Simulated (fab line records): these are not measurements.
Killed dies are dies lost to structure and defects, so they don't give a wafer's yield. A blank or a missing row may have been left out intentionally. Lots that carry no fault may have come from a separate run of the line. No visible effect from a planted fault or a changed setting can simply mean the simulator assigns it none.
fab line records	flow sky130
record lots=5	wafers=15	last_day=50
route steps=708 shown SPACER@305 POLY_CUT@307 SD_P@320 RES_XHIGH@332
lots with no fault: from the same line, run without faults
start_h: hours from the record's opening day to when the first of the lot's shown wafers began	wait_h: hours from the lot's prior step to this one	" unchanged from the row above	L1.1+2: a single row standing in for several wafers	- no value, or no start was given	* or withheld: withheld	< > ~ a bound
route shown NAME@n: NAME is a module with steps in the file, n the number in the route of the first one	usual: mean/standard deviation of fault-free wafers	same: alike in all rows	chamber/n: place in a boat	sites: each site's reading	_std_site: how widely they spread, as a standard deviation	_edge_site: mean of outer sites minus mean of inner sites	radius_mm: for every site, how far away it sits from the centre of the wafer	mask NAME#n: copy n	behind: the last tool/chamber to shape the wafer	hold: cause of the lot's hold/its duration in hours/its outcome	device: names the non-switching transistor (n, p or np)	end of line: tests run on the same wafers once the route is complete	step lacking rows: just its recipe	killed: dies lost to structure and defects at the first sort, not the wafer's yield	map: shows each die of a wafer: x if killed, . if not, _ if none is there
set.NAME: the run value of the setting; set.NAME@STEP: its run value at that earlier step	model.NAME: the simulator's own value behind a step, which no gauge read
lots seen at some steps along the route; tables by step, rows by wafer
services: the hour from which a tool's chamber was out of use, counted from the record's first day as start_h (under 0 if before that day), plus the number of hours and why
## steps
# step SKY_SPACER_THK_MEAS_01
# recipe reads=Si3N4_of_SPACER_CVD_00
# usual SPACER_CVD_00_THK=43.1/0.39
lot.wafer	tool	chamber	start_h	wait_h	SPACER_CVD_00_THK[nm]
L082.2	film_metro-02	-	614.47	0.0	43.4
L082.3	"	-	"	"	43.2
L082.5	"	-	"	"	43.4
L084.1	film_metro-04	-	629.31	0.0	43.8
L084.4	"	-	"	"	43.5
L084.5	"	-	"	"	43.8
L086.1	film_metro-04	-	637.14	0.0	43.1
L086.4	"	-	"	"	42.6
L086.5	"	-	"	"	42.6
L094.1	film_metro-04	-	689.44	0.0	42.9
L094.2	"	-	"	"	43.2
L094.5	"	-	"	"	43.1
L096.2	film_metro-01	-	705.72	0.0	43.6
L096.4	"	-	"	"	43.3
L096.6	"	-	"	"	43.2
# step SKY_SPACER_ETCHBACK_02
# recipe chemistry=CH3F/O2	target=Si3N4	stop_on=SiO2	source_w=400	bias_w=80	pressure_mtorr=25	ch3f_flow_sccm=40	O2_flow_sccm=30	time_s=46.7	target_depth_a=450
# usual drypump_motor_current_A=5.8/0.36	oes_product_au=0.855/0.0063	throttle_valve_pct=10.563/0.0099
lot.wafer	tool	chamber	start_h	wait_h	drypump_motor_current_A	oes_product_au	rf_hours_counter_h	throttle_valve_pct
L082.2	rie_diel-02	1	614.52	0.0	5.8	0.856	8	10.553
L082.3	"	2	"	"	6.4	0.850	10	10.565
L082.5	"	0	"	"	5.2	0.854	-	10.580
L084.1	rie_diel-02	2	629.37	0.1	6.4	0.859	10	10.565
L084.4	"	2	"	"	6.4	0.866	-	10.553
L084.5	"	1	"	"	5.8	0.864	-	10.558
L086.1	rie_diel-04	1	637.20	0.1	6.1	0.850	5	10.548
L086.4	"	0	"	"	5.7	0.849	38	10.559
L086.5	"	2	"	"	6.2	0.853	-	10.541
L094.1	rie_diel-03	1	689.50	0.1	6.2	0.854	11	10.543
L094.2	"	3	"	"	5.6	0.857	16	10.557
L094.5	"	2	"	"	5.7	0.857	-	10.566
L096.2	rie_diel-02	0	705.77	0.0	5.2	0.860	19	10.543
L096.4	"	3	"	"	5.7	0.867	1	10.550
L096.6	"	2	"	"	6.4	0.852	-	10.595
# step SKY_POLY_CUT_DEHYDRATE_00
# recipe temp_c=200	time_s=60
lot.wafer	tool	chamber	start_h	wait_h
L082.2+3+5	litho_track-02	0	627.83	13.3
L084.1+4+5	litho_track-01	0	642.36	13.0
L086.1+4+5	litho_track-02	0	650.95	13.7
L094.1+2+5	litho_track-02	0	703.20	13.7
L096.2+4+6	litho_track-03	0	718.64	12.8
# step SKY_POLY_CUT_HMDS_01
# recipe prime_time_s=60	prime_temp_c=120
lot.wafer	tool	chamber	start_h	wait_h
L082.2+3+5	litho_track-02	0	627.98	0.1
L084.1+4+5	litho_track-01	0	642.51	0.1
L086.1+4+5	litho_track-02	0	651.10	0.1
L094.1+2+5	litho_track-02	0	703.35	0.1
L096.2+4+6	litho_track-03	0	718.79	0.1
# step SKY_POLY_CUT_COAT_02
# recipe resist=BARC	temp_c=withheld	time_s=withheld	spin_rpm=3000	resist_thk_nm=60
# usual spin_speed_rpm=3000.2/1.9
lot.wafer	tool	chamber	start_h	wait_h	spin_speed_rpm
L082.2	litho_track-02	0	628.13	0.1	3001.1
L082.3	"	0	"	"	2995.4
L082.5	"	0	"	"	2998.8
L084.1	litho_track-01	0	642.66	0.1	3002.2
L084.4	"	0	"	"	2999.6
L084.5	"	0	"	"	3005.8
L086.1	litho_track-02	0	651.25	0.1	3003.9
L086.4	"	0	"	"	3001.7
L086.5	"	0	"	"	3000.7
L094.1	litho_track-02	0	703.50	0.1	2998.5
L094.2	"	0	"	"	3001.3
L094.5	"	0	"	"	3004.0
L096.2	litho_track-03	0	718.94	0.1	2998.7
L096.4	"	0	"	"	2999.9
L096.6	"	0	"	"	3001.7
# step SKY_POLY_CUT_COAT_03
# recipe resist=KrF-thick	spin_rpm=3000	resist_thk_nm=450
# usual spin_speed_rpm=3000.0/1.7
lot.wafer	tool	chamber	start_h	wait_h	spin_speed_rpm
L082.2	litho_track-02	0	-	-	3003.2
L082.3	"	0	"	"	2999.6
L082.5	"	0	"	"	3003.0
L084.1	litho_track-01	0	-	-	2999.0
L084.4	"	0	"	"	3001.1
L084.5	"	0	"	"	3002.2
L086.1	litho_track-02	0	-	-	3002.2
L086.4	"	0	"	"	3001.6
L086.5	"	0	"	"	3002.1
L094.1	litho_track-02	0	-	-	2997.9
L094.2	"	0	"	"	3003.0
L094.5	"	0	"	"	3001.1
L096.2	litho_track-03	0	-	-	2998.4
L096.4	"	0	"	"	3000.6
L096.6	"	0	"	"	2999.7
# step SKY_POLY_CUT_SOFTBAKE_04
# recipe temp_c=100	time_s=90	resist=KrF-thick
lot.wafer	tool	chamber	start_h	wait_h
L082.2+3+5	litho_track-02	0	-	-
L084.1+4+5	litho_track-01	0	-	-
L086.1+4+5	litho_track-02	0	-	-
L094.1+2+5	litho_track-02	0	-	-
L096.2+4+6	litho_track-03	0	-	-
# step SKY_POLY_CUT_EXPOSE_05
# recipe mask_id=NPCM	na=0.8	source_shape=annular	sigma_inner=0.55	sigma_outer=0.85	target_cd_nm=270	dose_mj=32
lot.wafer	tool	chamber	start_h	wait_h	mask
L082.2+3+5	krf_scanner-01	0	-	-	NPCM#0
L084.1+4+5	krf_scanner-01	0	-	-	NPCM#0
L086.1+4+5	krf_scanner-01	0	-	-	NPCM#0
L094.1+2+5	krf_scanner-02	0	-	-	NPCM#0
L096.2+4+6	krf_scanner-02	0	-	-	NPCM#0
# step SKY_POLY_CUT_PEB_06
# recipe peb_temp_c=withheld	peb_time_s=withheld	resist=KrF-thick
lot.wafer	tool	chamber	start_h	wait_h
L082.2+3+5	litho_track-02	0	-	-
L084.1+4+5	litho_track-03	0	-	-
L086.1+4+5	litho_track-02	0	-	-
L094.1+2+5	litho_track-01	0	-	-
L096.2+4+6	litho_track-02	0	-	-
# step SKY_POLY_CUT_DEVELOP_07
# recipe develop_time_s=60	resist=KrF-thick	dev_temp_c=21
# same develop_time_s=60
lot.wafer	tool	chamber	start_h	wait_h
L082.2+3+5	litho_track-02	0	-	-
L084.1+4+5	litho_track-03	0	-	-
L086.1+4+5	litho_track-02	0	-	-
L094.1+2+5	litho_track-01	0	-	-
L096.2+4+6	litho_track-02	0	-	-
# step SKY_POLY_CUT_CD_MEAS_08
# recipe target_cd_nm=270
# usual cd_nm=269.9/1.5
lot.wafer	tool	chamber	start_h	wait_h	cd_nm
L082.2	cd_sem-01	-	642.22	-	267.8
L082.3	"	-	"	"	269.5
L082.5	"	-	"	"	269.2
L084.1	cd_sem-01	-	657.26	-	270.0
L084.4	"	-	"	"	269.4
L084.5	"	-	"	"	270.0
L086.1	cd_sem-02	-	666.05	-	271.2
L086.4	"	-	"	"	271.0
L086.5	"	-	"	"	271.2
L094.1	cd_sem-02	-	717.31	-	269.1
L094.2	"	-	"	"	270.1
L094.5	"	-	"	"	270.5
L096.2	cd_sem-01	-	733.17	-	271.7
L096.4	"	-	"	"	269.9
L096.6	"	-	"	"	270.0
# step SKY_POLY_CUT_OVL_MEAS_09
# usual POLY_CUT_OVL=-1/5.7
lot.wafer	tool	chamber	start_h	wait_h	POLY_CUT_OVL[nm]
L082.2	overlay-02	-	642.33	0.1	7
L082.3	"	-	"	"	-2
L082.5	"	-	"	"	4
L084.1	overlay-02	-	657.38	0.1	3
L084.4	"	-	"	"	-7
L084.5	"	-	"	"	1
L086.1	overlay-02	-	666.17	0.1	-2
L086.4	"	-	"	"	-13
L086.5	"	-	"	"	-6
L094.1	overlay-01	-	717.43	0.1	-4
L094.2	"	-	"	"	0
L094.5	"	-	"	"	-2
L096.2	overlay-02	-	733.28	0.1	-1
L096.4	"	-	"	"	-2
L096.6	"	-	"	"	-8
# step SKY_POLY_CUT_ETCH_10
# recipe chemistry=N2/H2	target=BARC	ion_energy_ev=200	source_w=500	bias_w=100	pressure_mtorr=30	n2_flow_sccm=100	h2_flow_sccm=200	stop_on=SiO2	time_s=45.9	target_depth_a=600
# usual drypump_motor_current_A=5.8/0.35	oes_product_au=0.856/0.005	throttle_valve_pct=13.225/0.0096
lot.wafer	tool	chamber	start_h	wait_h	drypump_motor_current_A	oes_product_au	rf_hours_counter_h	throttle_valve_pct
L082.2	rie_diel-04	3	642.36	0.0	5.7	0.860	17	13.217
L082.3	"	2	"	"	6.2	0.854	2	13.223
L082.5	"	0	"	"	5.7	0.854	-	13.199
L084.1	rie_diel-01	1	657.42	0.0	5.8	0.855	4	13.226
L084.4	"	2	"	"	6.1	0.857	37	13.241
L084.5	"	3	"	"	5.3	0.852	-	13.217
L086.1	rie_diel-01	1	666.21	0.0	5.8	0.855	4	13.228
L086.4	"	0	"	"	5.7	0.851	1	13.230
L086.5	"	0	"	"	5.7	0.861	-	13.226
L094.1	rie_diel-03	1	717.46	0.0	6.2	0.854	12	13.212
L094.2	"	2	"	"	5.7	0.852	8	13.217
L094.5	"	2	"	"	5.7	0.853	-	13.224
L096.2	rie_diel-04	0	733.31	0.0	5.8	0.865	40	13.242
L096.4	"	2	"	"	6.2	0.857	4	13.217
L096.6	"	1	"	"	6.1	0.859	-	13.223
# step SKY_POLY_CUT_ETCH_11
# recipe target=Si3N4	chemistry=CF4/CH2F2/Ar	stop_on=poly-Si	source_w=600	bias_w=150	pressure_mtorr=40	cf4_flow_sccm=40	ch2f2_flow_sccm=20	Ar_flow_sccm=150	time_s=42.5	target_depth_a=600
# usual drypump_motor_current_A=5.8/0.35	oes_product_au=0.831/0.0071	throttle_valve_pct=14.995/0.0089
lot.wafer	tool	chamber	start_h	wait_h	drypump_motor_current_A	oes_product_au	rf_hours_counter_h	throttle_valve_pct
L082.2	rie_diel-04	3	642.40	0.0	5.6	0.847	17	14.988
L082.3	"	2	"	"	6.2	0.846	2	14.979
L082.5	"	0	"	"	5.7	0.833	-	14.994
L084.1	rie_diel-01	1	657.46	0.0	5.8	0.830	4	14.985
L084.4	"	2	"	"	6.1	0.838	37	14.983
L084.5	"	3	"	"	5.3	0.832	-	15.001
L086.1	rie_diel-01	1	666.25	0.0	5.8	0.838	4	14.995
L086.4	"	0	"	"	5.7	0.827	1	14.991
L086.5	"	0	"	"	5.7	0.823	-	14.990
L094.1	rie_diel-03	1	717.51	0.0	6.2	0.832	12	15.007
L094.2	"	2	"	"	5.7	0.827	8	14.993
L094.5	"	2	"	"	5.7	0.835	-	14.995
L096.2	rie_diel-04	0	733.35	0.0	5.7	0.836	40	14.993
L096.4	"	2	"	"	6.2	0.835	4	14.991
L096.6	"	1	"	"	6.1	0.826	-	15.004
# step SKY_POLY_CUT_STRIP_12
# recipe chemistry=O2/N2	power_w=1400	pressure_mtorr=1500	platen_temp_c=withheld	o2_flow_sccm=3000	n2_flow_sccm=300	overash_fraction=0.5
# usual drypump_motor_current_A=5.69/0.25	oes_product_au=0.453/0.0045	strip_time_to_endpoint_s=5.365/0.017
lot.wafer	tool	chamber	start_h	wait_h	drypump_motor_current_A	oes_product_au	rf_hours_counter_h	strip_time_to_endpoint_s
L082.2	plasma_asher-01	1	642.44	0.0	6.03	0.456	92	5.349
L082.3	"	0	"	"	5.43	0.449	-	5.338
L082.5	"	0	"	"	5.42	0.451	-	5.348
L084.1	plasma_asher-02	1	657.50	0.0	5.75	0.454	22	5.346
L084.4	"	0	"	"	5.47	0.454	-	5.364
L084.5	"	0	"	"	5.44	0.448	-	5.352
L086.1	plasma_asher-03	0	666.29	0.0	6.06	0.457	84	5.385
L086.4	"	1	"	"	5.53	0.453	-	5.370
L086.5	"	0	"	"	6.02	0.454	-	5.346
L094.1	plasma_asher-03	0	717.55	0.0	6.06	0.446	89	5.372
L094.2	"	1	"	"	5.51	0.462	89	5.350
L094.5	"	0	"	"	6.05	0.454	-	5.381
L096.2	plasma_asher-03	0	733.39	0.0	6.01	0.448	90	5.392
L096.4	"	1	"	"	5.54	0.451	-	5.381
L096.6	"	1	"	"	5.54	0.449	-	5.399
# step SKY_SD_P_DEHYDRATE_00
# recipe temp_c=200	time_s=60
lot.wafer	tool	chamber	start_h	wait_h
L082.2+3+5	litho_track-03	0	656.34	13.9
L084.1+4+5	litho_track-02	0	670.85	13.3
L086.1+4+5	litho_track-04	0	679.91	13.6
L094.1+2+5	litho_track-04	0	730.86	13.3
L096.2+4+6	litho_track-03	0	746.94	13.5
# step SKY_SD_P_HMDS_01
# recipe prime_time_s=60	prime_temp_c=120
lot.wafer	tool	chamber	start_h	wait_h
L082.2+3+5	litho_track-03	0	656.49	0.1
L084.1+4+5	litho_track-02	0	671.00	0.1
L086.1+4+5	litho_track-04	0	680.06	0.1
L094.1+2+5	litho_track-04	0	731.01	0.1
L096.2+4+6	litho_track-03	0	747.09	0.1
# step SKY_SD_P_COAT_02
# recipe resist=NOVOLAK	spin_rpm=3000	resist_thk_nm=1140
# usual spin_speed_rpm=2999.8/1.8
lot.wafer	tool	chamber	start_h	wait_h	spin_speed_rpm
L082.2	litho_track-03	0	656.64	0.1	2998.9
L082.3	"	0	"	"	3001.4
L082.5	"	0	"	"	2999.1
L084.1	litho_track-02	0	671.15	0.1	3001.6
L084.4	"	0	"	"	3002.8
L084.5	"	0	"	"	3001.9
L086.1	litho_track-04	0	680.21	0.1	2999.6
L086.4	"	0	"	"	2999.4
L086.5	"	0	"	"	3000.2
L094.1	litho_track-04	0	731.16	0.1	2998.6
L094.2	"	0	"	"	2995.8
L094.5	"	0	"	"	2996.7
L096.2	litho_track-03	0	747.24	0.1	3002.9
L096.4	"	0	"	"	3002.4
L096.6	"	0	"	"	2999.6
# step SKY_SD_P_SOFTBAKE_03
# recipe temp_c=90	time_s=60	resist=NOVOLAK
lot.wafer	tool	chamber	start_h	wait_h
L082.2+3+5	litho_track-03	0	656.79	0.1
L084.1+4+5	litho_track-02	0	671.30	0.1
L086.1+4+5	litho_track-04	0	680.36	0.1
L094.1+2+5	litho_track-04	0	731.31	0.1
L096.2+4+6	litho_track-03	0	747.39	0.1
# step SKY_SD_P_EXPOSE_04
# recipe mask_id=PSDM	na=0.6	source_shape=conventional	sigma_outer=0.6	polarization=unpolarized	target_cd_nm=380	dose_mj=138
lot.wafer	tool	chamber	start_h	wait_h	mask
L082.2+3+5	iline_stepper-02	0	-	-	PSDM#0
L084.1+4+5	iline_stepper-02	0	-	-	PSDM#0
L086.1+4+5	iline_stepper-01	0	-	-	PSDM#0
L094.1+2+5	iline_stepper-01	0	-	-	PSDM#0
L096.2+4+6	iline_stepper-02	0	-	-	PSDM#0
# step SKY_SD_P_PEB_05
# recipe temp_c=withheld	time_s=*	resist=NOVOLAK
lot.wafer	tool	chamber	start_h	wait_h
L082.2+3+5	litho_track-04	0	-	-
L084.1+4+5	litho_track-03	0	-	-
L086.1+4+5	litho_track-04	0	-	-
L094.1+2+5	litho_track-03	0	-	-
L096.2+4+6	litho_track-03	0	-	-
# step SKY_SD_P_DEVELOP_06
# recipe resist=NOVOLAK	developer=TMAH	develop_time_s=60	dev_temp_c=23
# same develop_time_s=60
lot.wafer	tool	chamber	start_h	wait_h
L082.2+3+5	litho_track-04	0	670.64	0.1
L084.1+4+5	litho_track-03	0	685.11	0.1
L086.1+4+5	litho_track-04	0	694.46	0.1
L094.1+2+5	litho_track-03	0	744.71	0.1
L096.2+4+6	litho_track-03	0	761.64	0.1
# step SKY_SD_P_CD_MEAS_07
# recipe target_cd_nm=380
# usual cd_nm=380.3/3
lot.wafer	tool	chamber	start_h	wait_h	cd_nm
L082.2	cd_sem-01	-	670.78	0.1	379.3
L082.3	"	-	"	"	379.1
L082.5	"	-	"	"	379.2
L084.1	cd_sem-02	-	685.26	0.1	377.1
L084.4	"	-	"	"	378.4
L084.5	"	-	"	"	375.6
L086.1	cd_sem-02	-	694.61	0.1	379.0
L086.4	"	-	"	"	374.7
L086.5	"	-	"	"	377.6
L094.1	cd_sem-02	-	744.86	0.1	379.3
L094.2	"	-	"	"	380.7
L094.5	"	-	"	"	378.9
L096.2	cd_sem-02	-	761.78	0.1	377.9
L096.4	"	-	"	"	373.9
L096.6	"	-	"	"	380.1
# step SKY_SD_P_OVL_MEAS_08
# usual SD_P_OVL=-0.7/1.7
lot.wafer	tool	chamber	start_h	wait_h	SD_P_OVL[nm]
L082.2	overlay-01	-	670.89	0.1	-4.2
L082.3	"	-	"	"	-4.6
L082.5	"	-	"	"	-3.3
L084.1	overlay-01	-	685.38	0.1	-3.1
L084.4	"	-	"	"	-3.2
L084.5	"	-	"	"	-2.5
L086.1	overlay-02	-	694.73	0.1	-0.4
L086.4	"	-	"	"	-1.8
L086.5	"	-	"	"	-2.9
L094.1	overlay-02	-	744.98	0.1	0.5
L094.2	"	-	"	"	-0.7
L094.5	"	-	"	"	1.2
L096.2	overlay-02	-	761.89	0.1	-0.3
L096.4	"	-	"	"	1.9
L096.6	"	-	"	"	0.9
# step SKY_SD_P_IMPLANT_09
# recipe species=BF2	energy_kev=20	dose_cm2=3e+15	tilt_deg=0
# usual beam_energy_keV=20.001/0.0063
lot.wafer	tool	chamber	start_h	wait_h	beam_energy_keV
L082.2	implanter-01	0	670.94	0.0	20.005
L082.3	"	0	"	"	20.008
L082.5	"	0	"	"	20.001
L084.1	implanter-01	0	685.42	0.0	20.008
L084.4	"	0	"	"	20.008
L084.5	"	0	"	"	20.001
L086.1	implanter-04	0	694.77	0.0	20.010
L086.4	"	0	"	"	20.015
L086.5	"	0	"	"	20.010
L094.1	implanter-02	0	745.02	0.0	19.995
L094.2	"	0	"	"	19.991
L094.5	"	0	"	"	19.997
L096.2	implanter-02	0	761.94	0.0	20.000
L096.4	"	0	"	"	19.993
L096.6	"	0	"	"	20.002
# step SKY_SD_P_STRIP_10
# recipe chemistry=O2/N2	power_w=1400	pressure_mtorr=1500	platen_temp_c=withheld	o2_flow_sccm=3000	n2_flow_sccm=300	overash_fraction=0.5
# usual drypump_motor_current_A=5.6/0.4	oes_product_au=0.618/0.0042	strip_time_to_endpoint_s=17.50/0.036
lot.wafer	tool	chamber	start_h	wait_h	drypump_motor_current_A	oes_product_au	rf_hours_counter_h	strip_time_to_endpoint_s
L082.2	plasma_asher-03	1	671.07	0.1	5.5	0.622	84	17.51
L082.3	"	0	"	"	6.0	0.619	-	17.57
L082.5	"	1	"	"	5.5	0.621	-	17.55
L084.1	plasma_asher-03	1	685.57	0.1	5.6	0.620	86	17.45
L084.4	"	1	"	"	5.6	0.620	-	17.55
L084.5	"	0	"	"	6.1	0.618	-	17.47
L086.1	plasma_asher-01	1	694.92	0.1	6.0	0.617	97	17.51
L086.4	"	1	"	"	6.0	0.618	-	17.58
L086.5	"	0	"	"	5.5	0.617	-	17.52
L094.1	plasma_asher-04	0	745.17	0.1	5.2	0.618	63	17.50
L094.2	"	1	"	"	4.7	0.625	63	17.47
L094.5	"	0	"	"	5.2	0.616	-	17.49
L096.2	plasma_asher-01	1	762.07	0.1	6.0	0.619	2	17.56
L096.4	"	1	"	"	6.0	0.613	-	17.54
L096.6	"	0	"	"	5.5	0.622	-	17.50
# step SKY_SD_P_TW_MEAS_11
# usual SD_P_TW=2848/30
lot.wafer	tool	chamber	start_h	wait_h	SD_P_TW
L082.2	film_metro-02	-	671.18	0.1	2852
L082.3	"	-	"	"	2834
L082.5	"	-	"	"	2851
L084.1	film_metro-01	-	685.67	0.1	2808
L084.4	"	-	"	"	2802
L084.5	"	-	"	"	2812
L086.1	film_metro-01	-	695.02	0.1	2806
L086.4	"	-	"	"	2806
L086.5	"	-	"	"	2814
L094.1	film_metro-03	-	745.27	0.1	2874
L094.2	"	-	"	"	2888
L094.5	"	-	"	"	2890
L096.2	film_metro-03	-	762.18	0.1	2885
L096.4	"	-	"	"	2891
L096.6	"	-	"	"	2874
# step SKY_RES_XHIGH_DEHYDRATE_00
# recipe temp_c=200	time_s=60
lot.wafer	tool	chamber	start_h	wait_h
L082.2+3+5	litho_track-01	0	684.63	13.4
L084.1+4+5	litho_track-03	0	698.71	13.0
L086.1+4+5	litho_track-03	0	707.86	12.8
L094.1+2+5	litho_track-01	0	759.11	13.8
L096.2+4+6	litho_track-04	0	775.04	12.8
# step SKY_RES_XHIGH_HMDS_01
# recipe prime_time_s=60	prime_temp_c=120
lot.wafer	tool	chamber	start_h	wait_h
L082.2+3+5	litho_track-01	0	684.78	0.1
L084.1+4+5	litho_track-03	0	698.86	0.1
L086.1+4+5	litho_track-03	0	708.01	0.1
L094.1+2+5	litho_track-01	0	759.26	0.1
L096.2+4+6	litho_track-04	0	775.19	0.1
# step SKY_RES_XHIGH_COAT_02
# recipe resist=NOVOLAK	spin_rpm=3000	resist_thk_nm=1140
# usual spin_speed_rpm=2999.8/1.7
lot.wafer	tool	chamber	start_h	wait_h	spin_speed_rpm
L082.2	litho_track-01	0	684.93	0.1	2999.8
L082.3	"	0	"	"	3000.5
L082.5	"	0	"	"	3002.7
L084.1	litho_track-03	0	699.01	0.1	2997.1
L084.4	"	0	"	"	2997.9
L084.5	"	0	"	"	2997.9
L086.1	litho_track-03	0	708.16	0.1	2999.6
L086.4	"	0	"	"	3002.6
L086.5	"	0	"	"	3000.5
L094.1	litho_track-01	0	759.41	0.1	2997.5
L094.2	"	0	"	"	2997.9
L094.5	"	0	"	"	2998.6
L096.2	litho_track-04	0	775.34	0.1	2999.2
L096.4	"	0	"	"	2999.5
L096.6	"	0	"	"	3000.2
# step SKY_RES_XHIGH_SOFTBAKE_03
# recipe temp_c=90	time_s=60	resist=NOVOLAK
lot.wafer	tool	chamber	start_h	wait_h
L082.2+3+5	litho_track-01	0	685.08	0.1
L084.1+4+5	litho_track-03	0	699.16	0.1
L086.1+4+5	litho_track-03	0	708.31	0.1
L094.1+2+5	litho_track-01	0	759.56	0.1
L096.2+4+6	litho_track-04	0	775.49	0.1
# step SKY_RES_XHIGH_EXPOSE_04
# recipe mask_id=URPM	na=0.6	source_shape=conventional	sigma_outer=0.6	polarization=unpolarized	target_cd_nm=1270	dose_mj=140
lot.wafer	tool	chamber	start_h	wait_h	mask
L082.2+3+5	iline_stepper-01	0	-	-	URPM#0
L084.1+4+5	iline_stepper-02	0	-	-	URPM#0
L086.1+4+5	iline_stepper-02	0	-	-	URPM#0
L094.1+2+5	iline_stepper-01	0	-	-	URPM#0
L096.2+4+6	iline_stepper-02	0	-	-	URPM#0
# step SKY_RES_XHIGH_PEB_05
# recipe temp_c=withheld	time_s=*	resist=NOVOLAK
lot.wafer	tool	chamber	start_h	wait_h
L082.2+3+5	litho_track-01	0	-	-
L084.1+4+5	litho_track-01	0	-	-
L086.1+4+5	litho_track-04	0	-	-
L094.1+2+5	litho_track-01	0	-	-
L096.2+4+6	litho_track-01	0	-	-
# step SKY_RES_XHIGH_DEVELOP_06
# recipe resist=NOVOLAK	developer=TMAH	develop_time_s=60	dev_temp_c=23
# same develop_time_s=60
lot.wafer	tool	chamber	start_h	wait_h
L082.2+3+5	litho_track-01	0	698.43	0.1
L084.1+4+5	litho_track-01	0	713.01	0.1
L086.1+4+5	litho_track-04	0	721.56	0.1
L094.1+2+5	litho_track-01	0	773.16	0.1
L096.2+4+6	litho_track-01	0	789.08	0.1
# step SKY_RES_XHIGH_IMPLANT_07
# recipe species=BF2	energy_kev=20	dose_cm2=3.6e+14	tilt_deg=0
# usual beam_energy_keV=20.001/0.0063
lot.wafer	tool	chamber	start_h	wait_h	beam_energy_keV
L082.2	implanter-03	0	698.58	0.1	20.003
L082.3	"	0	"	"	20.001
L082.5	"	0	"	"	20.005
L084.1	implanter-04	0	713.16	0.1	20.004
L084.4	"	0	"	"	20.001
L084.5	"	0	"	"	20.009
L086.1	implanter-02	0	721.71	0.1	19.998
L086.4	"	0	"	"	20.006
L086.5	"	0	"	"	20.003
L094.1	implanter-04	0	773.31	0.1	20.002
L094.2	"	0	"	"	19.998
L094.5	"	0	"	"	19.993
L096.2	implanter-02	0	789.23	0.1	19.994
L096.4	"	0	"	"	20.000
L096.6	"	0	"	"	20.004
## services
tool	chamber	start_h	hours	kind
krf_scanner-01	-	597.86	1.7	repair
rie_diel-02	3	613.18	12.4	repair
rie_diel-04	-	621.68	0.1	repair
rie_diel-04	-	630.53	2.8	pm
plasma_asher-03	-	633.32	2.1	repair
krf_scanner-01	-	642.13	0.8	pm
implanter-04	-	647.03	1.6	repair
rie_diel-02	2	663.51	6.9	repair
rie_diel-01	0	667.44	16.9	repair
implanter-04	-	675.71	2.1	repair
krf_scanner-01	-	686.47	1.3	pm
krf_scanner-01	-	688.06	1.3	repair
iline_stepper-01	-	692.21	10.8	repair
rie_diel-03	2	694.78	5.4	repair
rie_diel-01	-	695.31	3.6	repair
plasma_asher-03	-	701.20	5.6	repair
iline_stepper-02	-	711.03	4.3	pm
rie_diel-02	-	714.33	1.3	repair
iline_stepper-01	-	715.41	1.7	pm
iline_stepper-01	-	717.76	2.5	repair
rie_diel-03	2	720.69	5.6	repair
rie_diel-01	0	728.26	2.7	repair
plasma_asher-03	-	728.41	1.7	repair
rie_diel-01	1	784.23	1.2	repair
## key
fault none
